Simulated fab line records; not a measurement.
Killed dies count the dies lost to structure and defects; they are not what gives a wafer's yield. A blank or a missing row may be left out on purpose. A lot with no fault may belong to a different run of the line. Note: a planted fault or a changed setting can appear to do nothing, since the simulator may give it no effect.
fab line records	flow gf180mcu
record: lots: 24	wafers: 72	last_day: 34
route steps=602 shown STI@23 HV_LDD@195 PSD@258 SAB@274 V1@350 V2@408
lots that met no fault: taken from a fault-free run of the same line
start_h: start of the lot's first displayed wafer, in hours after the record's first day	wait_h: time in hours since the lot's previous step	" the same as in the row above	L1.1+2: a row that stands for several wafers	- either no value or no given start	* or withheld: withheld	< > ~ a bound
route shown NAME@n: names a module that has steps shown in the file, with the first one's number in the route	usual: average and standard deviation across the fault-free wafers	same: alike in all rows	chamber/n: place in a boat	sites: readings site by site	_std_site: the standard deviation of these	_edge_site: inner sites' mean taken away from outer sites' mean	radius_mm: how far each site lies from the wafer's centre	mask NAME#n: copy n	behind: the most recent tool/chamber to have shaped the wafer	hold: why the lot was held/for how many hours/how that ended	device: names the non-switching transistor (n, p or np)	end of line: the route-end tests of the same wafers	a step with no rows: only its recipe	killed: at the first sort, the dies lost to defects and structure; wafer yield is something else	map: the dies of a wafer, with x for killed, . for not killed, _ for no die there
set.NAME: the setting as run; set.NAME@STEP: as run at that earlier step	model.NAME: the simulator's own value behind a step, which no gauge read
the route's steps for a sample of lots (tables are steps, rows are wafers)
services: when a tool's chamber went out of use (start_h, in hours from the record's first day, below 0 if earlier), for how many hours, and the reason
== steps ==
step: GF_STI_THK_MEAS_22
recipe: reads: SiO2_of_STI_OXIDATION_21
usual: STI_OXIDATION_01_THK: 15.0/0.33
lot.wafer	tool	chamber	start_h	wait_h	STI_OXIDATION_01_THK[nm]
L074.2	film_metro-02	-	27.27	0.0	13.9
L074.3	"	-	"	"	14.4
L074.5	"	-	"	"	14.4
L075.1	film_metro-04	-	32.64	0.0	14.8
L075.2	"	-	"	"	14.4
L075.5	"	-	"	"	14.9
L076.2	film_metro-04	-	40.42	0.0	14.6
L076.5	"	-	"	"	14.7
L076.6	"	-	"	"	14.3
L077.2	film_metro-02	-	43.39	0.0	15.1
L077.3	"	-	"	"	14.9
L077.5	"	-	"	"	14.6
L078.1	film_metro-03	-	49.50	0.0	14.9
L078.3	"	-	"	"	14.6
L078.4	"	-	"	"	14.9
L079.1	film_metro-02	-	53.08	0.0	14.5
L079.3	"	-	"	"	14.8
L079.4	"	-	"	"	14.7
L080.1	film_metro-03	-	58.16	0.0	14.6
L080.2	"	-	"	"	14.5
L080.4	"	-	"	"	14.4
L081.2	film_metro-02	-	65.19	0.0	15.4
L081.4	"	-	"	"	15.4
L081.6	"	-	"	"	15.6
L082.2	film_metro-02	-	69.10	0.0	15.1
L082.5	"	-	"	"	15.1
L082.6	"	-	"	"	15.3
L083.1	film_metro-03	-	74.49	0.0	15.0
L083.4	"	-	"	"	15.1
L083.6	"	-	"	"	15.0
L084.1	film_metro-04	-	79.09	0.0	15.3
L084.3	"	-	"	"	15.6
L084.4	"	-	"	"	15.5
L085.1	film_metro-04	-	83.88	0.0	15.1
L085.2	"	-	"	"	15.1
L085.3	"	-	"	"	15.0
L086.1	film_metro-03	-	91.14	0.0	15.0
L086.4	"	-	"	"	15.1
L086.5	"	-	"	"	15.2
L087.3	film_metro-04	-	96.32	0.0	14.5
L087.5	"	-	"	"	14.7
L087.6	"	-	"	"	14.7
L088.1	film_metro-04	-	100.20	0.0	14.7
L088.4	"	-	"	"	14.9
L088.6	"	-	"	"	14.6
L089.4	film_metro-04	-	106.05	0.0	14.7
L089.5	"	-	"	"	14.8
L089.6	"	-	"	"	15.0
L090.1	film_metro-04	-	112.64	0.0	15.1
L090.2	"	-	"	"	15.0
L090.5	"	-	"	"	15.0
L091.3	film_metro-03	-	115.98	0.0	15.4
L091.4	"	-	"	"	15.0
L091.6	"	-	"	"	15.3
L092.1	film_metro-03	-	120.21	0.0	15.3
L092.2	"	-	"	"	15.0
L092.6	"	-	"	"	15.2
L093.1	film_metro-04	-	125.82	0.0	14.9
L093.4	"	-	"	"	15.0
L093.5	"	-	"	"	15.3
L094.1	film_metro-03	-	129.90	0.0	15.0
L094.3	"	-	"	"	15.0
L094.4	"	-	"	"	15.1
L095.3	film_metro-04	-	134.88	0.0	14.9
L095.4	"	-	"	"	15.1
L095.5	"	-	"	"	14.9
L096.1	film_metro-04	-	140.84	0.0	15.4
L096.2	"	-	"	"	15.6
L096.4	"	-	"	"	15.3
L097.1	film_metro-03	-	147.86	0.0	15.2
L097.4	"	-	"	"	15.3
L097.6	"	-	"	"	15.5
step: GF_HV_LDD_CD_MEAS_19
recipe: target_cd_nm: 400
usual: cd_nm: 403.9/2.2
lot.wafer	tool	chamber	start_h	wait_h	cd_nm
L074.2	cd_sem-02	-	234.13	0.1	402.5
L074.3	"	-	"	"	400.5
L074.5	"	-	"	"	403.7
L075.1	cd_sem-02	-	237.96	0.1	402.3
L075.2	"	-	"	"	401.7
L075.5	"	-	"	"	402.4
L076.2	cd_sem-01	-	252.13	0.1	404.0
L076.5	"	-	"	"	400.9
L076.6	"	-	"	"	404.4
L077.2	cd_sem-01	-	259.52	0.1	404.7
L077.3	"	-	"	"	404.0
L077.5	"	-	"	"	405.0
L078.1	cd_sem-02	-	264.51	0.1	403.9
L078.3	"	-	"	"	405.5
L078.4	"	-	"	"	408.3
L079.1	cd_sem-01	-	269.71	0.1	406.2
L079.3	"	-	"	"	404.7
L079.4	"	-	"	"	403.9
L080.1	cd_sem-02	-	277.65	0.1	402.7
L080.2	"	-	"	"	401.8
L080.4	"	-	"	"	399.3
L081.2	cd_sem-01	-	288.38	0.1	404.8
L081.4	"	-	"	"	404.9
L081.6	"	-	"	"	401.9
L082.2	cd_sem-02	-	292.73	0.1	404.8
L082.5	"	-	"	"	405.0
L082.6	"	-	"	"	404.0
L083.1	cd_sem-01	-	303.68	0.1	401.3
L083.4	"	-	"	"	402.5
L083.6	"	-	"	"	401.3
L084.1	cd_sem-02	-	312.95	0.1	405.8
L084.3	"	-	"	"	407.5
L084.4	"	-	"	"	406.3
L085.1	cd_sem-02	-	321.40	0.1	403.6
L085.2	"	-	"	"	406.3
L085.3	"	-	"	"	403.3
L086.1	cd_sem-01	-	331.80	0.1	400.8
L086.4	"	-	"	"	402.9
L086.5	"	-	"	"	403.8
L087.3	cd_sem-01	-	340.17	0.1	406.0
L087.5	"	-	"	"	407.2
L087.6	"	-	"	"	405.3
L088.1	cd_sem-01	-	349.40	0.1	403.8
L088.4	"	-	"	"	401.1
L088.6	"	-	"	"	402.5
L089.4	cd_sem-02	-	353.19	0.1	405.6
L089.5	"	-	"	"	405.1
L089.6	"	-	"	"	408.7
L090.1	cd_sem-02	-	362.95	0.1	402.6
L090.2	"	-	"	"	402.8
L090.5	"	-	"	"	402.1
L091.3	cd_sem-01	-	371.94	0.1	400.8
L091.4	"	-	"	"	399.3
L091.6	"	-	"	"	401.5
L092.1	cd_sem-01	-	376.18	0.1	403.9
L092.2	"	-	"	"	406.1
L092.6	"	-	"	"	404.5
L093.1	cd_sem-01	-	379.25	0.1	402.8
L093.4	"	-	"	"	403.0
L093.5	"	-	"	"	405.4
L094.1	cd_sem-02	-	389.30	0.1	410.0
L094.3	"	-	"	"	409.1
L094.4	"	-	"	"	410.5
L095.3	cd_sem-01	-	392.49	0.1	403.5
L095.4	"	-	"	"	402.3
L095.5	"	-	"	"	404.0
L096.1	cd_sem-02	-	400.27	0.1	403.2
L096.2	"	-	"	"	402.4
L096.4	"	-	"	"	401.0
L097.1	cd_sem-01	-	412.65	0.1	401.7
L097.4	"	-	"	"	402.6
L097.6	"	-	"	"	401.7
step: GF_PSD_STRIP_10
recipe: chemistry: O2/N2	power_w: 1400	pressure_mtorr: 1500	platen_temp_c: 250	o2_flow_sccm: 3000	n2_flow_sccm: 300	overash_fraction: 0.5
usual: drypump_motor_current_A: 5.8/0.36	heater_power_w: 325/24	oes_product_au: 0.592/0.0043	strip_time_to_endpoint_s: 16.51/0.035
lot.wafer	tool	chamber	start_h	wait_h	drypump_motor_current_A	heater_power_w	oes_product_au	rf_hours_counter_h	strip_time_to_endpoint_s
L074.2	plasma_asher-04	1	314.96	0.1	6.2	324	0.594	64	16.55
L074.3	"	0	"	"	6.2	317	0.588	-	16.51
L074.5	"	1	"	"	6.2	329	0.588	-	16.51
L075.1	plasma_asher-01	0	320.76	0.1	5.8	313	0.596	52	16.54
L075.2	"	1	"	"	5.8	364	0.600	52	16.56
L075.5	"	1	"	"	5.8	373	0.590	-	16.51
L076.2	plasma_asher-01	0	337.31	0.1	5.8	315	0.597	54	16.49
L076.5	"	0	"	"	5.8	305	0.594	-	16.49
L076.6	"	1	"	"	5.8	377	0.599	-	16.48
L077.2	plasma_asher-02	0	344.31	0.1	5.4	288	0.589	23	16.56
L077.3	"	0	"	"	5.4	284	0.596	-	16.56
L077.5	"	1	"	"	5.2	325	0.583	-	16.56
L078.1	plasma_asher-02	0	349.41	0.1	5.4	302	0.591	23	16.53
L078.3	"	0	"	"	5.4	291	0.591	-	16.55
L078.4	"	1	"	"	5.2	323	0.591	-	16.55
L079.1	plasma_asher-01	1	357.66	0.1	5.8	354	0.591	56	16.48
L079.3	"	1	"	"	5.8	366	0.597	-	16.48
L079.4	"	0	"	"	5.7	301	0.593	-	16.47
L080.1	plasma_asher-04	1	364.26	0.1	6.2	338	0.589	68	16.54
L080.2	"	0	"	"	6.2	324	0.603	68	16.54
L080.4	"	0	"	"	6.2	326	0.591	-	16.48
L081.2	plasma_asher-04	0	376.86	0.1	6.2	321	0.585	70	16.45
L081.4	"	0	"	"	6.2	326	0.605	-	16.45
L081.6	"	1	"	"	6.2	332	0.589	-	16.47
L082.2	plasma_asher-01	0	382.01	0.1	5.7	313	0.587	58	16.52
L082.5	"	1	"	"	5.8	368	0.596	-	16.55
L082.6	"	0	"	"	5.8	312	0.590	-	16.55
L083.1	plasma_asher-01	0	395.11	0.1	5.8	310	0.593	60	16.51
L083.4	"	1	"	"	5.7	367	0.589	-	16.52
L083.6	"	0	"	"	5.8	314	0.592	-	16.52
L084.1	plasma_asher-04	0	406.16	0.1	6.2	326	0.593	73	16.48
L084.3	"	0	"	"	6.2	318	0.589	-	16.50
L084.4	"	1	"	"	6.2	334	0.588	-	16.46
L085.1	plasma_asher-02	0	414.41	0.1	5.4	299	0.599	31	16.53
L085.2	"	1	"	"	5.2	315	0.594	31	16.58
L085.3	"	1	"	"	5.2	306	0.597	-	16.49
L086.1	plasma_asher-01	1	426.11	0.1	5.8	358	0.591	63	16.51
L086.4	"	0	"	"	5.7	312	0.591	-	16.54
L086.5	"	1	"	"	5.8	371	0.589	-	16.50
L087.3	plasma_asher-02	1	435.04	0.1	5.2	312	0.592	-	16.53
L087.5	"	1	"	"	5.2	327	0.596	-	16.52
L087.6	"	0	"	"	5.4	283	0.592	-	16.52
L088.1	plasma_asher-04	1	445.91	0.1	6.2	321	0.591	1	16.51
L088.4	"	1	"	"	6.2	325	0.587	-	16.51
L088.6	"	0	"	"	6.2	321	0.596	-	16.49
L089.4	plasma_asher-01	0	448.84	0.1	5.8	312	0.589	-	16.47
L089.5	"	1	"	"	5.8	362	0.593	-	16.52
L089.6	"	0	"	"	5.8	308	0.593	-	16.49
L090.1	plasma_asher-04	0	460.61	0.1	6.2	326	0.592	3	16.51
L090.2	"	1	"	"	6.2	330	0.590	3	16.54
L090.5	"	1	"	"	6.2	320	0.583	-	16.49
L091.3	plasma_asher-04	0	470.69	0.1	6.2	333	0.594	-	16.63
L091.4	"	1	"	"	6.2	319	0.588	-	16.54
L091.6	"	1	"	"	6.2	322	0.596	-	16.54
L092.1	plasma_asher-01	1	474.26	0.1	5.7	367	0.588	68	16.55
L092.2	"	0	"	"	5.7	304	0.602	68	16.52
L092.6	"	1	"	"	5.8	362	0.597	-	16.55
L093.1	plasma_asher-02	1	479.26	0.1	5.1	318	0.593	38	16.50
L093.4	"	0	"	"	5.4	286	0.588	-	16.48
L093.5	"	0	"	"	5.4	287	0.589	-	16.48
L094.1	plasma_asher-01	0	488.06	0.1	5.7	313	0.582	69	16.53
L094.3	"	0	"	"	5.7	308	0.589	-	16.55
L094.4	"	1	"	"	5.8	364	0.596	-	16.57
L095.3	plasma_asher-02	0	492.59	0.1	5.4	288	0.598	-	16.53
L095.4	"	1	"	"	5.2	318	0.591	-	16.53
L095.5	"	1	"	"	5.2	325	0.591	-	16.57
L096.1	plasma_asher-01	0	499.61	0.1	5.7	304	0.589	71	16.49
L096.2	"	1	"	"	5.7	362	0.592	71	16.51
L096.4	"	0	"	"	5.7	310	0.589	-	16.47
L097.1	plasma_asher-04	0	513.16	0.1	6.2	330	0.596	7	16.46
L097.4	"	0	"	"	6.2	327	0.600	-	16.52
L097.6	"	0	"	"	6.2	329	0.596	-	16.51
step: GF_SAB_OVL_MEAS_10
usual: SAB_OVL: 2.2/1.2
lot.wafer	tool	chamber	start_h	wait_h	SAB_OVL[nm]
L074.2	overlay-01	-	336.83	0.1	-1.2
L074.3	"	-	"	"	-1.1
L074.5	"	-	"	"	-0.4
L075.1	overlay-02	-	342.40	0.1	1.1
L075.2	"	-	"	"	0.6
L075.5	"	-	"	"	2.0
L076.2	overlay-02	-	360.08	0.1	2.0
L076.5	"	-	"	"	3.1
L076.6	"	-	"	"	2.5
L077.2	overlay-02	-	366.95	0.1	2.1
L077.3	"	-	"	"	2.3
L077.5	"	-	"	"	0.8
L078.1	overlay-01	-	371.88	0.1	3.3
L078.3	"	-	"	"	3.1
L078.4	"	-	"	"	3.1
L079.1	overlay-02	-	380.57	0.1	3.7
L079.3	"	-	"	"	3.4
L079.4	"	-	"	"	3.7
L080.1	overlay-01	-	387.52	0.1	0.9
L080.2	"	-	"	"	0.9
L080.4	"	-	"	"	1.5
L081.2	overlay-01	-	399.98	0.1	3.5
L081.4	"	-	"	"	3.2
L081.6	"	-	"	"	2.6
L082.2	overlay-01	-	405.78	0.1	3.3
L082.5	"	-	"	"	3.9
L082.6	"	-	"	"	3.3
L083.1	overlay-02	-	417.67	0.1	3.8
L083.4	"	-	"	"	3.0
L083.6	"	-	"	"	3.3
L084.1	overlay-01	-	429.22	0.1	2.5
L084.3	"	-	"	"	3.6
L084.4	"	-	"	"	5.0
L085.1	overlay-02	-	438.82	0.1	1.2
L085.2	"	-	"	"	-0.8
L085.3	"	-	"	"	-0.2
L086.1	overlay-02	-	450.82	0.1	3.4
L086.4	"	-	"	"	3.5
L086.5	"	-	"	"	4.1
L087.3	overlay-02	-	459.24	0.1	0.5
L087.5	"	-	"	"	2.3
L087.6	"	-	"	"	1.7
L088.1	overlay-01	-	470.87	0.1	1.3
L088.4	"	-	"	"	1.8
L088.6	"	-	"	"	0.7
L089.4	overlay-02	-	472.54	0.1	1.6
L089.5	"	-	"	"	1.5
L089.6	"	-	"	"	2.5
L090.1	overlay-01	-	485.09	0.1	2.9
L090.2	"	-	"	"	2.2
L090.5	"	-	"	"	1.5
L091.3	overlay-01	-	494.98	0.1	1.1
L091.4	"	-	"	"	1.4
L091.6	"	-	"	"	-0.1
L092.1	overlay-01	-	498.52	0.1	3.8
L092.2	"	-	"	"	2.0
L092.6	"	-	"	"	1.0
L093.1	overlay-02	-	502.82	0.1	3.0
L093.4	"	-	"	"	3.8
L093.5	"	-	"	"	3.0
L094.1	overlay-02	-	512.17	0.1	2.0
L094.3	"	-	"	"	2.3
L094.4	"	-	"	"	2.4
L095.3	overlay-02	-	516.30	0.1	0.0
L095.4	"	-	"	"	0.0
L095.5	"	-	"	"	2.2
L096.1	overlay-01	-	523.89	0.1	2.3
L096.2	"	-	"	"	2.5
L096.4	"	-	"	"	2.0
L097.1	overlay-01	-	536.22	0.1	3.0
L097.4	"	-	"	"	2.3
L097.6	"	-	"	"	3.0
step: GF_V1_OVL_MEAS_15
usual: V1_OVL: 3/5.9
lot.wafer	tool	chamber	start_h	wait_h	V1_OVL[nm]
L074.2	overlay-01	-	408.28	0.1	3
L074.3	"	-	"	"	5
L074.5	"	-	"	"	7
L075.1	overlay-01	-	413.44	0.1	3
L075.2	"	-	"	"	1
L075.5	"	-	"	"	0
L076.2	overlay-02	-	433.88	0.1	10
L076.5	"	-	"	"	5
L076.6	"	-	"	"	6
L077.2	overlay-01	-	441.27	0.1	-2
L077.3	"	-	"	"	7
L077.5	"	-	"	"	5
L078.1	overlay-01	-	446.07	0.1	5
L078.3	"	-	"	"	10
L078.4	"	-	"	"	5
L079.1	overlay-01	-	456.07	0.1	-6
L079.3	"	-	"	"	-4
L079.4	"	-	"	"	-4
L080.1	overlay-02	-	462.67	0.1	-1
L080.2	"	-	"	"	0
L080.4	"	-	"	"	-2
L081.2	overlay-01	-	477.48	0.1	2
L081.4	"	-	"	"	3
L081.6	"	-	"	"	2
L082.2	overlay-02	-	482.33	0.1	2
L082.5	"	-	"	"	1
L082.6	"	-	"	"	1
L083.1	overlay-02	-	494.67	0.1	6
L083.4	"	-	"	"	18
L083.6	"	-	"	"	15
L084.1	overlay-01	-	505.27	0.1	-13
L084.3	"	-	"	"	-8
L084.4	"	-	"	"	-12
L085.1	overlay-02	-	514.47	0.1	14
L085.2	"	-	"	"	6
L085.3	"	-	"	"	12
L086.1	overlay-02	-	526.72	0.1	4
L086.4	"	-	"	"	8
L086.5	"	-	"	"	5
L087.3	overlay-02	-	533.53	0.1	10
L087.5	"	-	"	"	6
L087.6	"	-	"	"	15
L088.1	overlay-01	-	545.42	0.1	6
L088.4	"	-	"	"	11
L088.6	"	-	"	"	8
L089.4	overlay-02	-	546.39	0.1	3
L089.5	"	-	"	"	7
L089.6	"	-	"	"	-1
L090.1	overlay-02	-	559.17	0.1	7
L090.2	"	-	"	"	11
L090.5	"	-	"	"	3
L091.3	overlay-02	-	567.88	0.1	0
L091.4	"	-	"	"	-5
L091.6	"	-	"	"	-1
L092.1	overlay-01	-	570.57	0.1	-2
L092.2	"	-	"	"	5
L092.6	"	-	"	"	-5
L093.1	overlay-02	-	573.22	0.1	8
L093.4	"	-	"	"	4
L093.5	"	-	"	"	6
L094.1	overlay-01	-	585.72	0.1	4
L094.3	"	-	"	"	9
L094.4	"	-	"	"	4
L095.3	overlay-01	-	587.18	0.1	4
L095.4	"	-	"	"	1
L095.5	"	-	"	"	6
L096.1	overlay-02	-	594.77	0.1	13
L096.2	"	-	"	"	10
L096.4	"	-	"	"	5
L097.1	overlay-02	-	605.07	0.1	-2
L097.4	"	-	"	"	-5
L097.6	"	-	"	"	-3
step: GF_V2_CMP_26
recipe: stop_on: SiO2	down_force_psi: 3.5	platen_rpm: 60	t_overpolish_s: 15	target_thk_nm: 0	pad_velocity_m_s: 0.94248
usual: edge_zone_pressure_frac: 1.000/0.0046	motor_current_A: 10.8/0.93	overpolish_run_s: 15.000/0.0088	platen_rpm: 60.00/0.038	slurry_filter_dp_kPa: 13.50/0.15	time_to_endpoint_s: 85/3.3
lot.wafer	tool	chamber	start_h	wait_h	edge_zone_pressure_frac	motor_current_A	overpolish_run_s	platen_rpm	slurry_filter_dp_kPa	time_to_endpoint_s
L074.2	cmp-01	1	459.79	0.1	0.997	10.0	15.004	60.09	13.54	85
L074.3	"	3	"	"	1.002	12.2	15.003	60.02	13.53	84
L074.5	"	1	"	"	1.003	10.3	15.010	60.01	13.46	91
L075.1	cmp-02	0	466.52	0.1	1.002	12.5	14.988	60.03	13.41	85
L075.2	"	1	"	"	0.991	10.7	14.998	60.01	13.51	91
L075.5	"	0	"	"	0.999	12.0	15.002	59.99	13.29	87
L076.2	cmp-01	0	485.46	0.1	1.000	11.2	15.004	60.02	13.68	80
L076.5	"	3	"	"	1.001	11.7	14.997	59.93	13.61	90
L076.6	"	0	"	"	1.007	11.2	15.005	60.03	13.58	84
L077.3	cmp-01	3	493.16	0.0	1.002	12.7	14.997	60.01	13.41	87
L077.2	"	1	"	"	0.998	9.8	15.000	60.02	13.82	83
L077.5	"	3	"	"	0.998	12.1	14.996	60.00	13.30	86
L078.1	cmp-01	1	497.62	0.1	1.004	10.5	14.988	60.07	13.43	86
L078.4	"	3	"	"	1.006	11.7	14.999	60.03	13.73	89
L078.3	"	0	"	"	0.997	10.3	14.999	60.00	13.66	82
L079.4	cmp-01	0	508.51	0.1	0.999	10.8	15.005	60.00	13.57	81
L079.1	"	1	"	"	0.999	10.4	14.987	59.99	13.38	85
L079.3	"	2	"	"	0.997	9.3	15.009	59.96	13.22	85
L080.4	cmp-01	2	513.37	0.0	1.000	9.3	14.990	60.05	13.48	84
L080.1	"	3	"	"	1.006	12.0	15.003	59.98	13.50	84
L080.2	"	1	"	"	1.003	9.8	14.993	60.01	13.52	83
L081.2	cmp-01	1	527.91	0.0	1.003	10.1	14.994	60.02	13.40	86
L081.4	"	3	"	"	1.002	11.5	15.008	59.92	13.42	88
L081.6	"	1	"	"	1.002	10.1	14.998	60.00	13.48	91
L082.2	cmp-02	1	532.43	0.2	1.008	10.8	14.967	60.02	13.77	80
L082.6	"	2	"	"	1.003	10.2	14.998	60.08	13.48	79
L082.5	"	3	"	"	0.997	10.6	14.997	60.05	13.53	84
L083.1	cmp-01	0	545.26	0.1	1.005	10.9	14.980	60.04	13.12	80
L083.4	"	2	"	"	1.001	9.9	14.995	59.98	13.67	88
L083.6	"	0	"	"	0.999	11.5	14.995	59.96	13.54	83
L084.1	cmp-02	2	554.63	0.1	0.994	10.0	14.996	59.92	13.36	86
L084.3	"	3	"	"	0.993	10.8	14.998	59.96	13.31	90
L084.4	"	0	"	"	1.002	12.0	14.995	59.92	13.62	86
L085.1	cmp-02	1	564.55	0.3	1.006	10.3	15.001	59.99	13.37	83
L085.2	"	2	"	"	0.998	9.9	14.981	59.99	13.53	81
L085.3	"	3	"	"	0.996	10.7	15.001	59.96	13.52	86
L086.4	cmp-01	1	573.93	0.1	0.997	10.7	15.007	60.05	13.59	85
L086.1	"	3	"	"	0.997	11.9	14.987	60.02	13.45	82
L086.5	"	0	"	"	1.000	11.1	14.993	59.99	13.54	81
L087.3	cmp-02	0	582.32	0.2	1.003	12.0	15.011	59.97	13.62	86
L087.5	"	1	"	"	1.005	10.8	15.000	59.99	13.42	89
L087.6	"	2	"	"	1.004	10.9	15.005	59.98	13.49	87
L088.1	cmp-01	0	593.06	0.1	1.008	10.6	15.000	60.03	13.48	80
L088.4	"	1	"	"	0.999	9.9	14.988	60.00	13.40	87
L088.6	"	3	"	"	1.001	10.9	14.998	59.98	13.23	90
L089.4	cmp-01	2	594.68	0.2	0.998	9.3	15.006	60.03	13.18	89
L089.5	"	3	"	"	1.004	12.4	14.998	60.05	13.47	86
L089.6	"	0	"	"	1.004	10.6	14.988	60.02	13.47	83
L090.2	cmp-02	1	605.90	0.1	0.992	10.6	15.009	60.03	13.62	91
L090.1	"	2	"	"	1.008	10.1	14.980	60.10	13.63	80
L090.5	"	1	"	"	0.996	11.0	14.992	59.99	13.53	88
L091.3	cmp-02	3	615.20	0.0	0.991	10.8	15.011	60.06	13.55	84
L091.4	"	2	"	"	1.002	10.1	15.001	60.02	13.65	84
L091.6	"	0	"	"	1.001	11.0	15.013	59.99	13.54	82
L092.1	cmp-01	0	617.15	0.1	1.000	11.2	15.005	59.96	13.40	77
L092.2	"	2	"	"	0.999	9.5	14.991	59.96	13.67	84
L092.6	"	1	"	"	0.993	10.4	14.983	59.99	13.27	82
L093.4	cmp-01	1	619.42	0.1	0.994	10.1	14.997	59.96	13.61	84
L093.1	"	2	"	"	0.995	9.5	14.986	59.99	13.44	85
L093.5	"	1	"	"	1.002	9.8	15.013	59.97	13.60	81
L094.4	cmp-01	1	630.88	0.0	0.998	9.9	15.001	60.02	13.43	89
L094.1	"	3	"	"	1.004	12.1	14.997	60.02	13.31	88
L094.3	"	0	"	"	0.994	11.2	15.007	59.98	13.44	82
L095.4	cmp-02	0	633.01	0.0	0.998	12.1	14.999	59.97	13.16	83
L095.3	"	1	"	"	0.997	11.4	14.991	59.94	13.40	87
L095.5	"	1	"	"	0.993	10.9	15.003	59.99	13.48	90
L096.2	cmp-02	0	640.58	0.2	1.003	11.9	14.992	59.99	13.52	85
L096.4	"	1	"	"	0.992	11.1	15.001	60.05	13.68	83
L096.1	"	3	"	"	1.006	11.2	14.988	60.01	13.83	85
L097.1	cmp-02	2	649.94	0.1	1.005	9.8	14.985	60.02	13.50	82
L097.4	"	3	"	"	1.001	11.2	15.002	60.03	13.57	86
L097.6	"	2	"	"	1.001	10.1	15.001	59.99	13.58	78
== services ==
tool	chamber	start_h	hours	kind
cmp-02	-	303.41	5.5	repair
plasma_asher-04	-	317.19	2.1	repair
plasma_asher-04	-	326.28	0.4	repair
cmp-02	-	340.21	0.7	repair
cmp-02	-	386.74	2.2	repair
cmp-01	-	406.50	4.0	pm
plasma_asher-04	-	421.25	9.0	pm
plasma_asher-04	-	431.29	1.4	repair
cmp-02	-	446.01	3.3	repair
plasma_asher-04	-	470.97	11.5	repair
cmp-01	-	476.99	5.2	pm
cmp-02	-	485.46	2.9	repair
cmp-01	-	485.75	0.3	repair
cmp-01	-	502.60	2.2	repair
cmp-02	-	516.12	5.5	pm
plasma_asher-04	-	545.22	0.4	repair
plasma_asher-01	-	560.66	2.8	pm
cmp-01	-	561.73	6.2	pm
plasma_asher-04	-	568.22	2.8	repair
cmp-02	-	570.29	7.0	pm
cmp-02	-	577.28	4.0	pm
plasma_asher-04	-	605.95	14.6	pm
cmp-01	-	635.02	4.2	repair
cmp-01	-	640.16	0.7	repair
== key ==
fault none
